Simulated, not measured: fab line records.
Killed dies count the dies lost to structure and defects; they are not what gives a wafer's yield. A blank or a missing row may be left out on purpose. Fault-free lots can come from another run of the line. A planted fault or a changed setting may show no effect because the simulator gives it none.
fab line records -- flow sky130
record: lots: 11, wafers: 33, last_day: 50
route steps=708 shown FIELD_ISO@5 CONTACT@406 PAD_OPEN@708
lots with no fault: from the same line, run without faults
start_h: hours from the record's first day to the start of the lot's first wafer shown -- wait_h: hours elapsed since this lot's preceding step -- " identical to the entry in the row above -- L1.1+2: one row covering several wafers at once -- - no value, or no start was given -- * or withheld: withheld -- < > ~ a bound
route shown NAME@n: names a module that has steps shown in the file, with the first one's number in the route -- usual: mean/standard deviation of fault-free wafers -- same: alike in all rows -- chamber/n: place in a boat -- sites: each site's reading -- _std_site: standard deviation across them -- _edge_site: inner sites' mean taken away from outer sites' mean -- radius_mm: how far each site lies from the wafer's centre -- mask NAME#n: copy n -- behind: the most recent tool/chamber to have shaped the wafer -- hold: the reason the lot was held/the length of the hold in hours/how it ended -- device: names the non-switching transistor (n, p or np) -- end of line: tests run on the same wafers once the route is complete -- a step with no rows: only its recipe -- killed: count of dies lost to structure and defects at first sort (not the wafer's yield) -- map: a wafer's dies, x killed, . not, _ none there
set.NAME: setting as actually run; set.NAME@STEP: the setting as run at that earlier step -- model.NAME: the simulator's own value behind a step, which no gauge read
route steps across a sampled set of lots; one table per step, one row per wafer
services: when a tool's chamber went out of use (start_h, in hours from the record's first day, below 0 if earlier), for how many hours, and the reason
== steps ==
step: SKY_FIELD_ISO_THK_MEAS_04
recipe: reads: Si3N4_of_FIELD_ISO_CVD_03
usual: FIELD_ISO_CVD_03_THK: 164.8/1.4
lot.wafer,tool,chamber,start_h,wait_h,FIELD_ISO_CVD_03_THK[nm]
L771.1,film_metro-03,-,14.54,0.0,165.8
L771.4,film_metro-03,-,14.54,0.0,164.7
L771.6,film_metro-03,-,14.54,0.0,167.4
L772.1,film_metro-02,-,19.39,0.0,167.1
L772.3,film_metro-02,-,19.39,0.0,167.9
L772.4,film_metro-02,-,19.39,0.0,166.2
L782.1,film_metro-03,-,70.58,0.0,164.3
L782.3,film_metro-03,-,70.58,0.0,163.1
L782.6,film_metro-03,-,70.58,0.0,162.1
L783.2,film_metro-03,-,74.19,0.0,163.8
L783.3,film_metro-03,-,74.19,0.0,162.0
L783.5,film_metro-03,-,74.19,0.0,162.7
L785.2,film_metro-03,-,83.56,0.0,167.0
L785.3,film_metro-03,-,83.56,0.0,165.1
L785.4,film_metro-03,-,83.56,0.0,165.6
L787.2,film_metro-02,-,94.10,0.0,164.4
L787.4,film_metro-02,-,94.10,0.0,165.1
L787.5,film_metro-02,-,94.10,0.0,165.0
L789.1,film_metro-04,-,103.94,0.0,166.6
L789.2,film_metro-04,-,103.94,0.0,165.9
L789.4,film_metro-04,-,103.94,0.0,165.2
L790.1,film_metro-02,-,110.49,0.0,163.6
L790.2,film_metro-02,-,110.49,0.0,164.8
L790.5,film_metro-02,-,110.49,0.0,163.9
L791.3,film_metro-04,-,113.65,0.0,163.7
L791.5,film_metro-04,-,113.65,0.0,163.2
L791.6,film_metro-04,-,113.65,0.0,165.5
L792.1,film_metro-04,-,119.42,0.0,166.5
L792.3,film_metro-04,-,119.42,0.0,167.1
L792.6,film_metro-04,-,119.42,0.0,165.7
L794.1,film_metro-04,-,130.81,0.0,164.7
L794.2,film_metro-04,-,130.81,0.0,163.1
L794.4,film_metro-04,-,130.81,0.0,164.2
step: SKY_FIELD_ISO_CD_MEAS_13
recipe: target_cd_nm: 150
usual: cd_nm: 149.8/1.4
lot.wafer,tool,chamber,start_h,wait_h,cd_nm
L771.1,cd_sem-01,-,28.75,-,151.7
L771.4,cd_sem-01,-,28.75,-,151.2
L771.6,cd_sem-01,-,28.75,-,149.4
L772.1,cd_sem-02,-,34.45,-,148.9
L772.3,cd_sem-02,-,34.45,-,150.4
L772.4,cd_sem-02,-,34.45,-,151.7
L782.1,cd_sem-01,-,87.47,-,150.8
L782.3,cd_sem-01,-,87.47,-,148.6
L782.6,cd_sem-01,-,87.47,-,150.1
L783.2,cd_sem-02,-,90.67,-,153.4
L783.3,cd_sem-02,-,90.67,-,150.1
L783.5,cd_sem-02,-,90.67,-,150.4
L785.2,cd_sem-02,-,100.94,-,150.6
L785.3,cd_sem-02,-,100.94,-,150.5
L785.4,cd_sem-02,-,100.94,-,150.6
L787.2,cd_sem-02,-,111.87,-,148.3
L787.4,cd_sem-02,-,111.87,-,150.4
L787.5,cd_sem-02,-,111.87,-,149.3
L789.1,cd_sem-01,-,122.02,-,148.0
L789.2,cd_sem-01,-,122.02,-,149.6
L789.4,cd_sem-01,-,122.02,-,148.9
L790.1,cd_sem-02,-,129.35,-,152.0
L790.2,cd_sem-02,-,129.35,-,150.2
L790.5,cd_sem-02,-,129.35,-,150.1
L791.3,cd_sem-01,-,132.54,-,152.1
L791.5,cd_sem-01,-,132.54,-,152.5
L791.6,cd_sem-01,-,132.54,-,151.9
L792.1,cd_sem-01,-,137.30,-,149.0
L792.3,cd_sem-01,-,137.30,-,150.5
L792.6,cd_sem-01,-,137.30,-,148.5
L794.1,cd_sem-02,-,149.52,-,153.1
L794.2,cd_sem-02,-,149.52,-,150.6
L794.4,cd_sem-02,-,149.52,-,151.1
step: SKY_FIELD_ISO_STRIP_16
recipe: chemistry: O2/N2, power_w: 1400, pressure_mtorr: 1500, platen_temp_c: withheld, o2_flow_sccm: 3000, n2_flow_sccm: 300, overash_fraction: 0.5
usual: drypump_motor_current_A: 5.8/0.57, oes_product_au: 0.377/0.0048, strip_time_to_endpoint_s: 3.55/0.036
lot.wafer,tool,chamber,start_h,wait_h,drypump_motor_current_A,oes_product_au,rf_hours_counter_h,strip_time_to_endpoint_s
L771.1,plasma_asher-01,1,28.97,0.0,6.3,0.382,35,3.54
L771.4,plasma_asher-01,0,28.97,0.0,4.9,0.379,-,3.60
L771.6,plasma_asher-01,0,28.97,0.0,4.9,0.379,-,3.59
L772.1,plasma_asher-01,0,34.67,0.0,4.9,0.387,36,3.56
L772.3,plasma_asher-01,0,34.67,0.0,4.9,0.383,-,3.59
L772.4,plasma_asher-01,1,34.67,0.0,6.2,0.373,-,3.54
L782.1,plasma_asher-04,1,87.69,0.0,5.8,0.378,27,3.48
L782.3,plasma_asher-04,1,87.69,0.0,5.7,0.375,-,3.51
L782.6,plasma_asher-04,0,87.69,0.0,6.6,0.371,-,3.52
L783.2,plasma_asher-02,0,90.87,0.0,5.9,0.380,41,3.48
L783.3,plasma_asher-02,1,90.87,0.0,5.5,0.378,-,3.53
L783.5,plasma_asher-02,0,90.87,0.0,5.9,0.376,-,3.50
L785.2,plasma_asher-01,1,101.14,0.0,6.3,0.374,43,3.57
L785.3,plasma_asher-01,0,101.14,0.0,4.9,0.380,-,3.52
L785.4,plasma_asher-01,1,101.14,0.0,6.3,0.381,-,3.50
L787.2,plasma_asher-04,1,112.07,0.0,5.8,0.377,30,3.55
L787.4,plasma_asher-04,1,112.07,0.0,5.7,0.383,-,3.59
L787.5,plasma_asher-04,1,112.07,0.0,5.7,0.380,-,3.52
L789.1,plasma_asher-04,0,122.24,0.0,6.6,0.383,31,3.57
L789.2,plasma_asher-04,1,122.24,0.0,5.8,0.367,31,3.61
L789.4,plasma_asher-04,0,122.24,0.0,6.6,0.376,-,3.58
L790.1,plasma_asher-02,0,129.57,0.0,5.9,0.377,1,3.54
L790.2,plasma_asher-02,1,129.57,0.0,5.5,0.375,1,3.50
L790.5,plasma_asher-02,1,129.57,0.0,5.5,0.374,-,3.47
L791.3,plasma_asher-01,1,132.75,0.1,6.2,0.374,-,3.60
L791.5,plasma_asher-01,0,132.75,0.1,4.9,0.380,-,3.59
L791.6,plasma_asher-01,1,132.75,0.1,6.2,0.379,-,3.59
L792.1,plasma_asher-01,0,137.52,0.0,4.9,0.379,46,3.58
L792.3,plasma_asher-01,1,137.52,0.0,6.3,0.372,-,3.55
L792.6,plasma_asher-01,0,137.52,0.0,4.9,0.372,-,3.52
L794.1,plasma_asher-02,0,149.74,0.0,5.9,0.371,3,3.54
L794.2,plasma_asher-02,1,149.74,0.0,5.5,0.371,3,3.55
L794.4,plasma_asher-02,0,149.74,0.0,5.9,0.381,-,3.56
step: SKY_CONTACT_CVD_00
recipe: material: Si3N4, target_thk_nm: 75, temp_c: 400, time_s: withheld, rf_w: 450
usual: heater_power_outer_w: 452/61, heater_power_w: 752/79, rf_fwd_power_W: 444.3/2
lot.wafer,tool,chamber,start_h,wait_h,heater_power_outer_w,heater_power_w,rf_fwd_power_W
L771.1,pecvd-03,2,698.21,0.0,498,793,441.0
L771.4,pecvd-03,0,698.21,0.0,392,670,446.0
L771.6,pecvd-03,1,698.21,0.0,494,755,440.9
L772.1,pecvd-02,1,708.16,0.0,460,791,445.8
L772.3,pecvd-02,2,708.16,0.0,420,672,447.0
L772.4,pecvd-02,2,708.16,0.0,428,681,446.1
L782.1,pecvd-02,1,797.32,0.0,529,865,447.4
L782.3,pecvd-02,0,797.32,0.0,412,661,-
L782.6,pecvd-02,1,797.32,0.0,532,908,447.5
L783.2,pecvd-04,1,807.56,0.0,379,727,445.5
L783.3,pecvd-04,0,807.56,0.0,488,774,442.6
L783.5,pecvd-04,0,807.56,0.0,490,794,441.6
L785.2,pecvd-03,0,818.84,0.0,440,713,445.9
L785.3,pecvd-03,1,818.84,0.0,505,760,439.8
L785.4,pecvd-03,2,818.84,0.0,521,829,444.7
L787.2,pecvd-03,1,828.67,0.0,581,850,441.5
L787.4,pecvd-03,0,828.67,0.0,431,735,445.4
L787.5,pecvd-03,1,828.67,0.0,580,864,441.6
L789.1,pecvd-03,0,838.38,0.0,341,612,443.2
L789.2,pecvd-03,1,838.38,0.0,591,882,441.9
L789.4,pecvd-03,2,838.38,0.0,448,713,441.3
L790.1,pecvd-03,1,854.43,0.0,564,889,443.8
L790.2,pecvd-03,0,854.43,0.0,374,657,442.7
L790.5,pecvd-03,0,854.43,0.0,388,670,445.6
L791.3,pecvd-02,0,861.91,0.0,446,710,444.3
L791.5,pecvd-02,0,861.91,0.0,453,727,444.4
L791.6,pecvd-02,2,861.91,0.0,431,685,447.2
L792.1,pecvd-02,1,874.71,0.0,536,910,446.9
L792.3,pecvd-02,0,874.71,0.0,469,722,445.2
L792.6,pecvd-02,2,874.71,0.0,372,606,446.2
L794.1,pecvd-04,0,896.41,0.0,464,762,442.7
L794.2,pecvd-04,2,896.41,0.0,400,762,444.9
L794.4,pecvd-04,2,896.41,0.0,398,750,443.0
step: SKY_CONTACT_THK_MEAS_01
recipe: reads: Si3N4_of_CONTACT_CVD_00
usual: CONTACT_CVD_00_THK: 75.3/0.96
lot.wafer,tool,chamber,start_h,wait_h,CONTACT_CVD_00_THK[nm]
L771.1,film_metro-02,-,698.25,-,73.8
L771.4,film_metro-02,-,698.25,-,75.9
L771.6,film_metro-02,-,698.25,-,75.2
L772.1,film_metro-02,-,708.19,-,74.5
L772.3,film_metro-02,-,708.19,-,76.0
L772.4,film_metro-02,-,708.19,-,76.3
L782.1,film_metro-03,-,797.35,-,73.4
L782.3,film_metro-03,-,797.35,-,26.8
L782.6,film_metro-03,-,797.35,-,74.5
L783.2,film_metro-03,-,807.60,-,74.0
L783.3,film_metro-03,-,807.60,-,75.8
L783.5,film_metro-03,-,807.60,-,75.9
L785.2,film_metro-03,-,818.88,-,74.4
L785.3,film_metro-03,-,818.88,-,75.2
L785.4,film_metro-03,-,818.88,-,75.1
L787.2,film_metro-02,-,828.71,-,75.5
L787.4,film_metro-02,-,828.71,-,74.7
L787.5,film_metro-02,-,828.71,-,75.9
L789.1,film_metro-02,-,838.42,-,75.4
L789.2,film_metro-02,-,838.42,-,75.2
L789.4,film_metro-02,-,838.42,-,75.7
L790.1,film_metro-02,-,854.46,-,75.0
L790.2,film_metro-02,-,854.46,-,73.7
L790.5,film_metro-02,-,854.46,-,74.1
L791.3,film_metro-02,-,861.97,-,75.5
L791.5,film_metro-02,-,861.97,-,76.8
L791.6,film_metro-02,-,861.97,-,76.0
L792.1,film_metro-04,-,874.75,-,73.6
L792.3,film_metro-04,-,874.75,-,73.8
L792.6,film_metro-04,-,874.75,-,75.9
L794.1,film_metro-03,-,896.45,-,74.0
L794.2,film_metro-03,-,896.45,-,74.6
L794.4,film_metro-03,-,896.45,-,75.3
step: SKY_CONTACT_ETCH_18
recipe: target: Si3N4, chemistry: CHF3/O2, stop_on: TiN, source_w: 600, bias_w: 200, pressure_mtorr: 40, chf3_flow_sccm: 50, O2_flow_sccm: 5, time_s: 39, target_depth_a: 750
usual: drypump_motor_current_A: 5.9/0.62, oes_product_au: 0.857/0.0076, rf_fwd_power_W: 592/3.3, throttle_valve_pct: 8.794/0.0097
lot.wafer,tool,chamber,start_h,wait_h,drypump_motor_current_A,oes_product_au,rf_fwd_power_W,rf_hours_counter_h,throttle_valve_pct
L771.1,rie_diel-03,0,-,-,6.0,0.843,590,4,8.808
L771.4,rie_diel-03,3,-,-,6.6,0.867,596,12,8.799
L771.6,rie_diel-03,3,-,-,6.6,0.862,593,-,8.797
L772.1,rie_diel-04,2,-,-,6.8,0.855,585,1,8.784
L772.3,rie_diel-04,0,-,-,5.8,0.857,598,4,8.792
L772.4,rie_diel-04,1,-,-,6.8,0.866,588,7,8.795
L782.1,rie_diel-03,2,-,-,5.2,0.837,595,14,8.790
L782.3,rie_diel-03,1,-,-,5.2,0.557,591,12,8.723
L782.6,rie_diel-03,2,-,-,5.2,0.847,596,-,8.787
L783.2,rie_diel-04,0,-,-,5.8,0.849,593,7,8.796
L783.3,rie_diel-04,3,-,-,5.1,0.849,590,13,8.800
L783.5,rie_diel-04,1,-,-,6.8,0.863,587,-,8.803
L785.2,rie_diel-04,1,-,-,6.8,0.859,592,11,8.802
L785.3,rie_diel-04,3,-,-,5.1,0.859,590,13,8.808
L785.4,rie_diel-04,0,-,-,5.8,0.855,591,7,8.790
L787.2,rie_diel-01,2,-,-,5.3,0.857,593,14,8.793
L787.4,rie_diel-01,3,-,-,5.7,0.861,591,11,8.791
L787.5,rie_diel-01,3,-,-,5.7,0.857,590,-,8.790
L789.1,rie_diel-04,2,-,-,6.8,0.866,587,5,8.796
L789.2,rie_diel-04,1,-,-,6.8,0.855,588,12,8.792
L789.4,rie_diel-04,3,-,-,5.1,0.868,590,14,8.796
L790.1,rie_diel-03,1,-,-,5.2,0.855,593,14,8.794
L790.2,rie_diel-03,0,-,-,5.9,0.844,590,9,8.780
L790.5,rie_diel-03,0,-,-,5.9,0.847,590,-,8.791
L791.3,rie_diel-01,3,-,-,5.7,0.863,595,12,8.784
L791.5,rie_diel-01,2,-,-,5.3,0.864,596,-,8.782
L791.6,rie_diel-01,1,-,-,5.8,0.859,590,-,8.820
L792.1,rie_diel-03,3,-,-,6.7,0.848,591,17,8.796
L792.3,rie_diel-03,2,-,-,5.2,0.840,601,15,8.800
L792.6,rie_diel-03,3,-,-,6.7,0.863,593,-,8.798
L794.1,rie_diel-04,3,-,-,5.1,0.850,588,16,8.782
L794.2,rie_diel-04,1,-,-,6.7,0.853,591,14,8.789
L794.4,rie_diel-04,0,-,-,5.8,0.860,596,10,8.780
step: SKY_PAD_OPEN_PROBE_99
usual: killed_at_M0_to_M3: 44/7.2, killed_at_M4_up: 3.4/2.1, killed_at_contacts: 24/5.5, killed_at_front_end: 15/4.6, killed_at_other: 0.4/0.64, killed_dies: 86/9.1, killed_open: 47/7.5, killed_short: 39/5.8
same: gross_dies: 492, killed_at_back_side: 0
lot.wafer,tool,chamber,start_h,wait_h,killed_at_M0_to_M3,killed_at_M4_up,killed_at_contacts,killed_at_front_end,killed_at_other,killed_dies,killed_open,killed_short
L771.1,prober-01,-,1066.41,0.1,46,1,17,18,0,82,50,32
L771.4,prober-01,-,1066.56,0.2,41,8,21,18,0,88,51,37
L771.6,prober-01,-,1066.66,0.2,47,4,23,18,1,93,54,39
L772.1,prober-02,-,1078.27,0.1,36,4,26,14,0,80,48,32
L772.3,prober-02,-,1078.37,0.2,48,3,23,25,1,100,53,46
L772.4,prober-02,-,1078.42,0.2,39,1,23,15,0,78,39,39
L782.1,prober-02,-,1144.22,0.1,39,3,17,13,0,72,38,34
L782.3,prober-02,-,1144.32,0.2,45,2,23,8,1,79,45,34
L782.6,prober-02,-,1144.47,0.2,49,2,23,15,0,89,43,46
L783.2,prober-02,-,1150.86,0.1,41,2,23,20,0,86,47,39
L783.3,prober-02,-,1150.91,0.2,48,3,20,16,0,87,56,31
L783.5,prober-02,-,1151.01,0.2,53,1,20,15,0,89,58,31
L785.2,prober-02,-,1157.16,0.1,38,2,21,11,0,72,35,37
L785.3,prober-02,-,1157.21,0.2,54,7,24,20,1,106,53,53
L785.4,prober-02,-,1157.26,0.2,48,6,24,9,0,87,57,30
L787.2,prober-01,-,1163.16,0.1,56,7,23,14,1,101,55,46
L787.4,prober-01,-,1163.26,0.2,48,2,23,6,0,79,44,35
L787.5,prober-01,-,1163.31,0.2,36,3,9,16,0,64,31,32
L789.1,prober-01,-,1170.86,0.1,48,6,20,14,0,88,40,48
L789.2,prober-01,-,1170.91,0.1,45,2,22,14,0,83,37,46
L789.4,prober-01,-,1171.01,0.2,46,4,23,9,0,82,39,43
L790.1,prober-02,-,1181.16,0.1,42,3,26,11,0,82,47,34
L790.2,prober-02,-,1181.21,0.1,37,5,20,10,0,72,34,37
L790.5,prober-02,-,1181.36,0.2,44,1,12,14,1,72,40,32
L791.3,prober-01,-,1186.44,0.2,55,1,27,9,1,93,54,38
L791.5,prober-01,-,1186.54,0.2,33,2,26,11,0,72,39,33
L791.6,prober-01,-,1186.59,0.2,46,4,20,9,0,79,33,46
L792.1,prober-02,-,1194.11,0.1,45,2,21,15,0,83,44,39
L792.6,prober-02,-,1194.36,0.2,37,1,24,25,0,87,45,42
L794.1,prober-01,-,1205.47,0.1,50,4,21,14,0,89,53,35
L794.2,prober-01,-,1205.52,0.1,49,2,35,16,0,102,57,45
L794.4,prober-01,-,1205.62,0.2,45,6,21,17,0,89,49,40
killed by level:class
L771.1 VIA1:geometric_particle:open=16 FIELD_ISO:geometric_particle:open=9 VIA3:geometric_particle:open=8 FIELD_ISO:geometric_particle:short=7 CONTACT:geometric_particle:open=7 METAL1:geometric_particle:short=7 VIA2:geometric_particle:open=5 LI_CONTACT:geometric_particle:short=4
L771.4 VIA3:geometric_particle:open=10 VIA1:geometric_particle:open=8 CONTACT:geometric_particle:open=7 FIELD_ISO:geometric_particle:open=6 FIELD_ISO:geometric_particle:short=5 METAL2:geometric_particle:short=5 METAL4:geometric_particle:short=5 LOCAL_INTERCONNECT:geometric_particle:open=4
L771.6 LI_CONTACT:geometric_particle:open=9 VIA1:geometric_particle:open=8 METAL1:geometric_particle:short=7 VIA2:geometric_particle:open=7 CONTACT:geometric_particle:open=6 METAL2:geometric_particle:short=6 VIA3:geometric_particle:open=6 FIELD_ISO:geometric_particle:open=5
L772.1 LI_CONTACT:geometric_particle:open=11 VIA2:geometric_particle:open=8 VIA1:geometric_particle:open=7 CONTACT:geometric_particle:short=6 CONTACT:geometric_particle:open=5 VIA3:geometric_particle:open=5 FIELD_ISO:geometric_particle:short=4 POLY_GATE:geometric_particle:open=4
L772.3 VIA1:geometric_particle:open=10 VIA2:geometric_particle:open=8 VIA3:geometric_particle:open=8 CONTACT:geometric_particle:short=7 POLY_GATE:geometric_particle:short=6 POLY_GATE:geometric_particle:open=6 LI_CONTACT:geometric_particle:open=6 CONTACT:geometric_particle:open=6
L772.4 CONTACT:geometric_particle:open=9 LOCAL_INTERCONNECT:geometric_particle:short=7 VIA3:geometric_particle:open=6 METAL1:geometric_particle:short=6 METAL2:geometric_particle:short=5 VIA1:geometric_particle:open=5 VIA2:geometric_particle:open=5 VIA3:geometric_particle:short=5
L782.1 VIA3:geometric_particle:open=9 LI_CONTACT:geometric_particle:open=6 CONTACT:geometric_particle:short=6 VIA1:geometric_particle:open=5 VIA2:geometric_particle:open=5 POLY_GATE:geometric_particle:short=4 METAL1:geometric_particle:short=4 POLY_GATE:geometric_particle:open=3
L782.3 VIA1:geometric_particle:open=13 LI_CONTACT:geometric_particle:open=8 VIA3:geometric_particle:open=6 CONTACT:geometric_particle:open=6 METAL1:geometric_particle:short=6 FIELD_ISO:geometric_particle:short=4 VIA1:geometric_particle:short=4 METAL2:geometric_particle:short=4
L782.6 VIA1:geometric_particle:open=12 METAL1:geometric_particle:short=9 LI_CONTACT:geometric_particle:open=8 VIA2:geometric_particle:open=8 FIELD_ISO:geometric_particle:open=5 LI_CONTACT:geometric_particle:short=5 VIA1:geometric_particle:short=4 LOCAL_INTERCONNECT:geometric_particle:short=4
L783.2 CONTACT:geometric_particle:open=11 VIA1:geometric_particle:open=9 VIA3:geometric_particle:open=8 FIELD_ISO:geometric_particle:short=7 FIELD_ISO:geometric_particle:open=5 METAL1:geometric_particle:short=5 POLY_GATE:geometric_particle:open=4 LI_CONTACT:geometric_particle:open=4
L783.3 VIA1:geometric_particle:open=15 VIA2:geometric_particle:open=9 POLY_GATE:geometric_particle:open=6 LOCAL_INTERCONNECT:geometric_particle:short=6 CONTACT:geometric_particle:open=6 METAL2:geometric_particle:short=6 VIA1:geometric_particle:short=4 VIA3:geometric_particle:open=4
L783.5 VIA1:geometric_particle:open=14 VIA2:geometric_particle:open=11 CONTACT:geometric_particle:open=7 VIA3:geometric_particle:open=7 LI_CONTACT:geometric_particle:open=6 VIA1:geometric_particle:short=6 FIELD_ISO:geometric_particle:open=5 METAL1:geometric_particle:short=5
L785.2 VIA1:geometric_particle:open=9 LI_CONTACT:geometric_particle:open=7 VIA1:geometric_particle:short=6 CONTACT:geometric_particle:short=5 CONTACT:geometric_particle:open=5 VIA2:geometric_particle:open=5 FIELD_ISO:geometric_particle:short=4 METAL2:geometric_particle:short=4
L785.3 VIA2:geometric_particle:open=11 VIA1:geometric_particle:open=9 CONTACT:geometric_particle:open=9 METAL3:geometric_particle:short=7 FIELD_ISO:geometric_particle:short=6 LI_CONTACT:geometric_particle:open=6 METAL4:geometric_particle:short=6 METAL2:geometric_particle:short=5
L785.4 CONTACT:geometric_particle:open=11 VIA1:geometric_particle:open=10 VIA3:geometric_particle:open=10 LI_CONTACT:geometric_particle:open=5 VIA2:geometric_particle:open=5 VIA3:geometric_particle:short=5 VIA1:geometric_particle:short=4 POLY_GATE:geometric_particle:open=4
L787.2 VIA1:geometric_particle:open=15 LI_CONTACT:geometric_particle:open=10 VIA3:geometric_particle:open=7 METAL4:geometric_particle:short=7 METAL1:geometric_particle:short=6 METAL2:geometric_particle:short=6 VIA2:geometric_particle:open=6 LOCAL_INTERCONNECT:geometric_particle:short=5
L787.4 VIA1:geometric_particle:open=11 CONTACT:geometric_particle:open=9 METAL2:geometric_particle:short=9 VIA3:geometric_particle:open=7 METAL1:geometric_particle:short=6 LI_CONTACT:geometric_particle:open=5 LOCAL_INTERCONNECT:geometric_particle:short=5 VIA2:geometric_particle:open=4
L787.5 VIA2:geometric_particle:open=6 VIA1:geometric_particle:open=6 VIA1:geometric_particle:short=6 CONTACT:geometric_particle:open=5 FIELD_ISO:geometric_particle:short=4 POLY_GATE:geometric_particle:short=4 VIA3:geometric_particle:open=4 METAL1:geometric_particle:short=4
L789.1 VIA1:geometric_particle:open=9 METAL1:geometric_particle:short=9 VIA3:geometric_particle:open=7 CONTACT:geometric_particle:short=6 METAL4:geometric_particle:short=6 CONTACT:geometric_particle:open=5 VIA2:geometric_particle:short=5 VIA2:geometric_particle:open=4
L789.2 VIA1:geometric_particle:open=11 VIA3:geometric_particle:open=7 LI_CONTACT:geometric_particle:short=6 VIA1:geometric_particle:short=6 LOCAL_INTERCONNECT:geometric_particle:short=5 VIA3:geometric_particle:short=5 POLY_GATE:geometric_particle:open=4 CONTACT:geometric_particle:open=4
L789.4 VIA1:geometric_particle:open=13 LI_CONTACT:geometric_particle:open=7 VIA1:geometric_particle:short=6 METAL2:geometric_particle:short=6 CONTACT:geometric_particle:open=5 LOCAL_INTERCONNECT:geometric_particle:short=5 VIA3:geometric_particle:open=5 METAL3:geometric_particle:short=4
L790.1 CONTACT:geometric_particle:open=10 VIA1:geometric_particle:open=9 LI_CONTACT:geometric_particle:open=6 METAL2:geometric_particle:short=6 VIA2:geometric_particle:open=6 METAL1:geometric_particle:short=5 FIELD_ISO:geometric_particle:short=5 LOCAL_INTERCONNECT:geometric_particle:short=5
L790.2 CONTACT:geometric_particle:open=11 METAL1:geometric_particle:short=8 VIA2:geometric_particle:open=6 VIA1:geometric_particle:open=6 VIA1:geometric_particle:short=5 VIA3:geometric_particle:short=4 LI_CONTACT:geometric_particle:open=3 CONTACT:geometric_particle:short=3
L790.5 VIA3:geometric_particle:open=12 VIA1:geometric_particle:open=8 VIA2:geometric_particle:open=6 METAL2:geometric_particle:short=5 FIELD_ISO:geometric_particle:open=4 CONTACT:geometric_particle:open=4 FIELD_ISO:geometric_particle:short=3 POLY_GATE:geometric_particle:short=3
L791.3 VIA1:geometric_particle:open=15 CONTACT:geometric_particle:open=10 VIA3:geometric_particle:open=8 VIA2:geometric_particle:open=7 LI_CONTACT:geometric_particle:open=6 METAL2:geometric_particle:short=6 VIA3:geometric_particle:short=5 LOCAL_INTERCONNECT:geometric_particle:short=5
L791.5 CONTACT:geometric_particle:open=10 LI_CONTACT:geometric_particle:open=6 VIA1:geometric_particle:open=5 METAL2:geometric_particle:short=5 POLY_GATE:geometric_particle:open=4 METAL1:geometric_particle:short=4 VIA2:geometric_particle:open=4 VIA3:geometric_particle:short=4
L791.6 LI_CONTACT:geometric_particle:open=8 VIA1:geometric_particle:open=8 VIA1:geometric_particle:short=7 METAL2:geometric_particle:short=7 VIA2:geometric_particle:short=6 METAL3:geometric_particle:short=4 VIA3:geometric_particle:open=4 METAL4:geometric_particle:short=4
L792.1 VIA1:geometric_particle:open=9 CONTACT:geometric_particle:open=8 VIA2:geometric_particle:open=7 METAL2:geometric_particle:short=6 CONTACT:geometric_particle:short=5 VIA3:geometric_particle:open=5 FIELD_ISO:geometric_particle:open=4 LOCAL_INTERCONNECT:geometric_particle:short=4
L792.6 FIELD_ISO:geometric_particle:short=11 CONTACT:geometric_particle:open=11 FIELD_ISO:geometric_particle:open=6 LOCAL_INTERCONNECT:geometric_particle:short=6 VIA2:geometric_particle:open=6 METAL3:geometric_particle:short=6 VIA3:geometric_particle:open=6 LI_CONTACT:geometric_particle:open=5
L794.1 CONTACT:geometric_particle:open=12 VIA1:geometric_particle:open=12 METAL2:geometric_particle:short=11 VIA2:geometric_particle:open=9 LI_CONTACT:geometric_particle:open=4 METAL1:geometric_particle:short=4 VIA3:geometric_particle:open=4 FIELD_ISO:geometric_particle:open=3
L794.2 CONTACT:geometric_particle:open=16 VIA1:geometric_particle:open=12 LI_CONTACT:geometric_particle:open=8 METAL3:geometric_particle:short=7 METAL2:geometric_particle:short=6 METAL1:geometric_particle:short=5 VIA1:geometric_particle:short=5 VIA2:geometric_particle:open=5
L794.4 VIA1:geometric_particle:open=15 CONTACT:geometric_particle:open=9 FIELD_ISO:geometric_particle:short=8 VIA1:geometric_particle:short=7 POLY_GATE:geometric_particle:open=5 METAL1:geometric_particle:short=5 VIA3:geometric_particle:open=5 METAL2:geometric_particle:short=4
== services ==
tool,chamber,start_h,hours,kind
pecvd-03,1,6.64,4.0,repair
pecvd-03,-,19.56,0.5,repair
rie_diel-04,3,51.12,9.9,repair
pecvd-03,-,99.47,1.2,repair
rie_diel-04,-,115.72,0.2,repair
plasma_asher-01,-,155.11,2.7,repair
rie_diel-04,1,191.67,2.8,repair
pecvd-03,-,224.96,2.9,repair
rie_diel-04,-,233.80,1.7,repair
plasma_asher-01,-,271.65,1.9,repair
rie_diel-04,1,296.55,22.2,repair
pecvd-03,0,303.09,3.9,repair
plasma_asher-01,-,311.27,0.5,repair
rie_diel-04,2,314.41,2.6,repair
rie_diel-04,-,328.94,28.1,pm
rie_diel-04,-,357.04,2.8,pm
rie_diel-04,1,359.76,9.7,repair
pecvd-03,-,378.50,1.1,repair
rie_diel-04,-,383.64,0.4,repair
plasma_asher-01,-,421.25,9.0,pm
pecvd-03,1,436.45,9.8,repair
pecvd-03,2,459.15,2.7,repair
rie_diel-04,2,473.85,4.6,repair
plasma_asher-01,-,477.44,1.8,repair
== key ==
first_sign: step: SKY_CONTACT_THK_MEAS_01, reading: CONTACT_CVD_00_THK, direction: down, sigmas: 51, usual: 75.3, struck: 26.8
effect: step: SKY_CONTACT_ETCH_18, reading: oes_product_au, direction: down, sigmas: 39, usual: 0.857, struck: 0.557
met_at SKY_CONTACT_CVD_00
struck_lots L782
struck_wafers L782.3
tester_left_out L782
not_acting_at SKY_FIELD_ISO_THK_MEAS_04,SKY_FIELD_ISO_CD_MEAS_13,SKY_FIELD_ISO_STRIP_16
fault: kind: process_parameter_drift, tool: pecvd-02, chamber: 0, onset_h: 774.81, steps: SKY_CONTACT_CVD_00, channel: time_s, offset: withheld, shape: step, end_h: 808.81, acts_in: *
tester_left_out: of these lots the tester's yield and bins aren't shown, on N5 and GAA mostly nor the transistor test; their killed dies are dies lost to structure and defects alone, not to doping, threshold or leakage, so they don't give the yield
